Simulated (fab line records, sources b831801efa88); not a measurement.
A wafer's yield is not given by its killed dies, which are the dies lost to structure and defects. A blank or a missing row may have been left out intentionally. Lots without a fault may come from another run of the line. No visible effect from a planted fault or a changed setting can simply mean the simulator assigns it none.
fab line records    flow gf180mcu
record: lots: 13  wafers: 39  last_day: 34
route steps=602 shown LVPWELL@62 VT_IMPLANT@135 HV_LDD@186
lots that met no fault: taken from a fault-free run of the same line
start_h: hours from the record's first day to the start of the lot's first wafer shown    wait_h: hours since the lot's step before    " the same as in the row above    L1.1+2: several wafers, shown together as one row    - either no value or no given start    * or withheld: withheld    < > ~ a bound
route shown NAME@n: names a module that has steps shown in the file, with the first one's number in the route    usual: the fault-free wafers' mean and standard deviation    same: alike in all rows    chamber/n: place in a boat    sites: each site's reading    _std_site: how widely they spread, as a standard deviation    _edge_site: outer sites' mean less inner sites'    radius_mm: how far each site lies from the wafer's centre    mask NAME#n: copy n    behind: the most recent tool/chamber to have shaped the wafer    hold: why the lot went on hold/how many hours it stayed there/how the hold came to an end    device: the transistor (n, p or np) that didn't switch    end of line: the tests these same wafers got at the end of their route    step lacking rows: just its recipe    killed: dies lost to structure and defects at the first sort, not the wafer's yield    map: dies across one wafer; x = killed, . = not, _ = none there
set.NAME: the setting that was run; set.NAME@STEP: the one run at that earlier step    model.NAME: the simulator's own value behind a step, which no gauge read
the route's steps for a sample of lots (tables are steps, rows are wafers)
services: from which hour (start_h, from the record's first day; less than 0 if before it) a tool's chamber was out of use, for how many hours, and why
== steps ==
step: GF_LVPWELL_IMPLANT_08
recipe: species: B  energy_kev: 170  dose_cm2: 1.5e+13  tilt_deg: 0
usual: beam_energy_keV: 170.00/0.052
lot.wafer  tool          chamber  start_h  wait_h  beam_energy_keV
L905.2     implanter-04  0        69.74    0.0     169.92
L905.5     "             0        "        "       170.01
L905.6     "             0        "        "       169.95
L906.1     implanter-03  0        75.71    0.0     169.92
L906.3     "             0        "        "       169.96
L906.4     "             0        "        "       170.04
L907.2     implanter-04  0        82.14    0.0     170.01
L907.4     "             0        "        "       169.96
L907.6     "             0        "        "       169.95
L908.1     implanter-04  0        88.51    0.0     140.80
L908.5     "             0        "        "       140.72
L908.6     "             0        "        "       140.74
L909.3     implanter-04  0        92.63    0.1     140.75
L909.4     "             0        "        "       140.83
L909.6     "             0        "        "       140.74
L910.1     implanter-04  0        99.61    0.0     140.82
L910.3     "             0        "        "       140.80
L910.4     "             0        "        "       140.88
L917.1     implanter-02  0        135.88   0.0     169.96
L917.3     "             0        "        "       169.97
L917.5     "             0        "        "       170.00
L918.2     implanter-02  0        140.86   0.0     170.00
L918.5     "             0        "        "       169.95
L918.6     "             0        "        "       169.97
L919.2     implanter-02  0        145.91   0.0     169.96
L919.3     "             0        "        "       169.91
L919.6     "             0        "        "       170.03
L924.1     implanter-02  0        177.86   0.0     170.08
L924.3     "             0        "        "       170.04
L924.4     "             0        "        "       170.06
L925.2     implanter-03  0        182.14   0.0     170.05
L925.3     "             0        "        "       169.97
L925.6     "             0        "        "       169.94
L926.2     implanter-04  0        189.01   0.0     170.04
L926.4     "             0        "        "       170.11
L926.5     "             0        "        "       170.07
L928.3     implanter-02  0        202.49   0.1     170.03
L928.4     "             0        "        "       169.96
L928.6     "             0        "        "       169.94
step: GF_VT_IMPLANT_RTA_45
recipe: temp_c: 1050  time_s: 30  ambient: N2
usual: lamp_power_pct: 36.1/0.52  wafer_temp_C_max: 1053.6/1.4
lot.wafer  tool           chamber  start_h  wait_h  lamp_power_pct  wafer_temp_C_max
L905.2     rtp_anneal-01  0        158.32   0.0     35.6            1052.4
L905.5     "              0        "        "       35.6            1052.3
L905.6     "              0        "        "       35.6            1052.9
L906.1     rtp_anneal-02  0        165.67   0.0     36.6            1053.6
L906.3     "              0        "        "       36.7            1054.1
L906.4     "              0        "        "       36.7            1054.6
L907.2     rtp_anneal-01  0        173.19   0.0     35.6            1052.8
L907.4     "              0        "        "       35.6            1052.3
L907.6     "              0        "        "       35.6            1052.7
L908.1     rtp_anneal-01  0        181.46   0.0     35.5            1051.9
L908.5     "              0        "        "       35.6            1051.9
L908.6     "              0        "        "       35.6            1052.5
L909.3     rtp_anneal-01  0        184.44   0.0     35.6            1052.7
L909.4     "              0        "        "       35.6            1052.7
L909.6     "              0        "        "       35.5            1052.0
L910.1     rtp_anneal-01  0        194.77   0.0     35.6            1054.0
L910.3     "              0        "        "       35.6            1053.0
L910.4     "              0        "        "       35.6            1052.6
L917.1     rtp_anneal-02  0        238.70   0.0     36.7            1056.9
L917.3     "              0        "        "       36.7            1054.8
L917.5     "              0        "        "       36.7            1054.3
L918.2     rtp_anneal-02  0        243.52   0.0     36.7            1054.5
L918.5     "              0        "        "       36.6            1053.3
L918.6     "              0        "        "       36.6            1054.1
L919.2     rtp_anneal-02  0        251.07   0.0     36.7            1054.4
L919.3     "              0        "        "       36.7            1056.0
L919.6     "              0        "        "       36.7            1056.5
L924.1     rtp_anneal-01  0        288.55   0.0     35.5            1051.9
L924.3     "              0        "        "       35.6            1052.9
L924.4     "              0        "        "       35.6            1052.8
L925.2     rtp_anneal-02  0        293.99   0.0     36.6            1054.8
L925.3     "              0        "        "       36.7            1055.3
L925.6     "              0        "        "       36.6            1054.7
L926.2     rtp_anneal-01  0        300.42   0.0     35.6            1052.1
L926.4     "              0        "        "       35.7            1052.1
L926.5     "              0        "        "       35.6            1052.9
L928.3     rtp_anneal-01  0        316.89   0.0     35.6            1052.7
L928.4     "              0        "        "       35.6            1052.4
L928.6     "              0        "        "       35.6            1053.0
step: GF_VT_IMPLANT_RS_MEAS_48
recipe: thk_meas_gauge: four-point-probe
usual: LVPWELL_RS: 1198/3
lot.wafer  tool           chamber  start_h  wait_h  LVPWELL_RS[ohm/sq]
L905.2     film_metro-02  -        158.66   0.1     1202
L905.5     "              -        "        "       1198
L905.6     "              -        "        "       1202
L906.1     film_metro-03  -        166.01   0.1     1198
L906.3     "              -        "        "       1197
L906.4     "              -        "        "       1200
L907.2     film_metro-02  -        173.53   0.1     1196
L907.4     "              -        "        "       1197
L907.6     "              -        "        "       1194
L908.1     film_metro-01  -        181.80   0.1     1242
L908.5     "              -        "        "       1241
L908.6     "              -        "        "       1244
L909.3     film_metro-02  -        184.79   0.1     1244
L909.4     "              -        "        "       1246
L909.6     "              -        "        "       1246
L910.1     film_metro-01  -        195.11   0.1     1245
L910.3     "              -        "        "       1244
L910.4     "              -        "        "       1243
L917.1     film_metro-01  -        239.04   0.1     1200
L917.3     "              -        "        "       1204
L917.5     "              -        "        "       1203
L918.2     film_metro-03  -        243.87   0.1     1196
L918.5     "              -        "        "       1193
L918.6     "              -        "        "       1197
L919.2     film_metro-01  -        251.41   0.1     1199
L919.3     "              -        "        "       1194
L919.6     "              -        "        "       1196
L924.1     film_metro-02  -        288.89   0.1     1196
L924.3     "              -        "        "       1198
L924.4     "              -        "        "       1197
L925.2     film_metro-02  -        294.33   0.1     1198
L925.3     "              -        "        "       1198
L925.6     "              -        "        "       1200
L926.2     film_metro-02  -        300.77   0.1     1197
L926.4     "              -        "        "       1201
L926.5     "              -        "        "       1202
L928.3     film_metro-03  -        317.23   0.1     1195
L928.4     "              -        "        "       1200
L928.6     "              -        "        "       1195
step: GF_HV_LDD_STRIP_10
recipe: chemistry: O2/N2  power_w: 1400  pressure_mtorr: 1500  platen_temp_c: 250  o2_flow_sccm: 3000  n2_flow_sccm: 300  overash_fraction: 0.5
usual: drypump_motor_current_A: 5.8/0.34  heater_power_w: 333/55  oes_product_au: 0.716/0.0046  platen_temp_c: 250.01/0.17  strip_time_to_endpoint_s: 12.65/0.038
same: overash_fraction: 0.5
lot.wafer  tool             chamber  start_h  wait_h  drypump_motor_current_A  heater_power_w  oes_product_au  platen_temp_c  rf_hours_counter_h  strip_time_to_endpoint_s
L905.2     plasma_asher-01  1        219.96   0.1     5.6                      320             0.716           250.32         11                  12.65
L905.5     "                0        "        "       6.3                      316             0.722           249.94         -                   12.65
L905.6     "                1        "        "       5.6                      323             0.719           250.25         -                   12.62
L906.1     plasma_asher-02  0        227.81   0.1     5.7                      290             0.717           249.97         55                  12.61
L906.3     "                1        "        "       5.3                      307             0.718           249.97         -                   12.63
L906.4     "                0        "        "       5.7                      276             0.723           249.98         -                   12.60
L907.2     plasma_asher-04  1        237.51   0.1     6.3                      353             0.721           250.09         61                  12.59
L907.4     "                0        "        "       6.0                      467             0.721           250.01         -                   12.59
L907.6     "                1        "        "       6.3                      343             0.710           250.22         -                   12.59
L908.1     plasma_asher-02  0        244.89   0.1     5.7                      285             0.713           249.84         57                  12.67
L908.5     "                0        "        "       5.7                      281             0.725           249.71         -                   12.66
L908.6     "                1        "        "       5.3                      316             0.719           250.16         -                   12.65
L909.3     plasma_asher-01  1        248.38   0.1     5.6                      308             0.711           250.08         -                   12.64
L909.4     "                0        "        "       6.3                      318             0.707           250.09         -                   12.62
L909.6     "                0        "        "       6.3                      309             0.722           249.83         -                   12.62
L910.1     plasma_asher-01  1        261.86   0.1     5.6                      309             0.718           249.84         15                  12.65
L910.3     "                1        "        "       5.6                      315             0.718           249.99         -                   12.68
L910.4     "                0        "        "       6.3                      310             0.716           250.15         -                   12.66
L917.1     plasma_asher-01  0        305.06   0.1     6.3                      328             0.724           249.97         20                  12.66
L917.3     "                1        "        "       5.6                      313             0.709           250.11         -                   12.69
L917.5     "                0        "        "       6.3                      324             0.721           250.17         -                   12.67
L918.2     plasma_asher-02  1        310.35   0.1     5.3                      312             0.716           250.32         64                  12.66
L918.5     "                1        "        "       5.3                      315             0.709           249.80         -                   12.65
L918.6     "                0        "        "       5.7                      279             0.722           250.12         -                   12.67
L919.2     plasma_asher-02  0        320.21   0.1     5.7                      281             0.721           249.79         65                  12.68
L919.3     "                1        "        "       5.3                      306             0.717           249.92         -                   12.69
L919.6     "                1        "        "       5.4                      316             0.712           249.83         -                   12.63
L924.1     plasma_asher-01  0        361.56   0.1     6.2                      322             0.718           250.13         26                  12.63
L924.3     "                0        "        "       6.3                      316             0.721           250.20         -                   12.67
L924.4     "                1        "        "       5.6                      320             0.715           250.02         -                   12.66
L925.2     plasma_asher-04  1        367.12   0.1     6.2                      349             0.716           250.23         75                  12.64
L925.3     "                0        "        "       6.0                      460             0.724           250.12         -                   12.60
L925.6     "                1        "        "       6.3                      362             0.715           249.87         -                   12.64
L926.2     plasma_asher-02  1        372.91   0.1     5.4                      308             0.712           249.82         70                  12.71
L926.4     "                0        "        "       5.7                      278             0.711           249.78         -                   12.65
L926.5     "                1        "        "       5.4                      312             0.716           250.08         -                   12.65
L928.3     plasma_asher-01  0        391.14   0.1     6.3                      313             0.716           249.97         -                   12.57
L928.4     "                1        "        "       5.6                      322             0.721           250.09         -                   12.59
L928.6     "                0        "        "       6.3                      309             0.716           249.87         -                   12.55
step: GF_HV_LDD_CD_MEAS_19
recipe: target_cd_nm: 400
usual: cd_nm: 399.6/2.6
lot.wafer  tool       chamber  start_h  wait_h  cd_nm
L905.2     cd_sem-02  -        238.03   0.1     398.9
L905.5     "          -        "        "       398.2
L905.6     "          -        "        "       397.3
L906.1     cd_sem-02  -        245.76   0.1     401.9
L906.3     "          -        "        "       401.7
L906.4     "          -        "        "       401.5
L907.2     cd_sem-01  -        256.31   0.1     401.8
L907.4     "          -        "        "       401.9
L907.6     "          -        "        "       398.9
L908.1     cd_sem-02  -        263.29   0.1     398.3
L908.5     "          -        "        "       399.7
L908.6     "          -        "        "       399.0
L909.3     cd_sem-02  -        267.43   0.1     399.1
L909.4     "          -        "        "       398.3
L909.6     "          -        "        "       399.3
L910.1     cd_sem-01  -        281.11   0.1     397.6
L910.3     "          -        "        "       399.5
L910.4     "          -        "        "       398.0
L917.1     cd_sem-01  -        325.75   0.1     400.7
L917.3     "          -        "        "       401.7
L917.5     "          -        "        "       401.7
L918.2     cd_sem-01  -        331.80   0.2     401.7
L918.5     "          -        "        "       404.1
L918.6     "          -        "        "       404.3
L919.2     cd_sem-01  -        342.11   0.1     398.4
L919.3     "          -        "        "       399.1
L919.6     "          -        "        "       398.4
L924.1     cd_sem-02  -        383.74   0.1     396.4
L924.3     "          -        "        "       399.1
L924.4     "          -        "        "       393.3
L925.2     cd_sem-02  -        389.68   0.1     400.1
L925.3     "          -        "        "       401.5
L925.6     "          -        "        "       396.8
L926.2     cd_sem-01  -        395.71   0.2     400.2
L926.4     "          -        "        "       400.8
L926.5     "          -        "        "       402.5
L928.3     cd_sem-02  -        414.48   0.1     393.4
L928.4     "          -        "        "       391.5
L928.6     "          -        "        "       394.7
== services ==
tool             chamber  start_h  hours  kind
implanter-04     -        48.89    2.7    pm
plasma_asher-01  -        85.90    11.1   pm
implanter-04     -        85.91    0.8    repair
implanter-02     -        103.92   4.5    pm
plasma_asher-01  -        108.75   9.0    pm
plasma_asher-01  0        108.75   9.0    vent_cycle
plasma_asher-01  1        108.75   9.0    vent_cycle
plasma_asher-01  0        117.75   -      clean
plasma_asher-01  1        117.75   -      clean
implanter-02     -        120.67   2.4    repair
implanter-04     -        135.61   4.7    repair
implanter-04     -        145.87   2.2    repair
implanter-04     -        164.48   2.5    pm
plasma_asher-04  -        240.26   2.4    repair
implanter-03     -        267.41   3.3    repair
implanter-04     -        282.11   2.2    repair
plasma_asher-02  -        302.34   3.7    repair
implanter-03     -        312.79   3.5    pm
implanter-02     -        324.77   5.6    repair
implanter-03     -        325.99   3.2    pm
implanter-02     -        344.01   0.8    repair
implanter-02     -        352.38   1.4    repair
plasma_asher-01  -        382.31   1.6    repair
plasma_asher-04  -        388.44   21.9   repair
== key ==
first_sign: step: GF_LVPWELL_IMPLANT_08  reading: beam_energy_keV  direction: down  sigmas: 99+  usual: 170.00  struck: 140.79
effect: step: GF_VT_IMPLANT_RS_MEAS_48  reading: LVPWELL_RS  direction: up  sigmas: 15  usual: 1198  struck: 1244
met_at GF_LVPWELL_IMPLANT_08
struck_lots L908,L909,L910
tester_left_out L908,L909,L910
not_acting_at GF_VT_IMPLANT_RTA_45,GF_HV_LDD_STRIP_10,GF_HV_LDD_CD_MEAS_19
onset_between 82.14 88.51
fault: kind: process_parameter_drift  tool: implanter-04  chamber: -  onset_h: 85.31  steps: GF_LVPWELL_IMPLANT_08  channel: energy_kev  offset: -29.253  shape: step  end_h: 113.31  acts_in: these_recipes_only  stated: 170
tester_left_out: of these lots the tester's yield and bins aren't shown, on N5 and GAA mostly nor the transistor test; their killed dies are dies lost to structure and defects alone, not to doping, threshold or leakage, so they don't give the yield
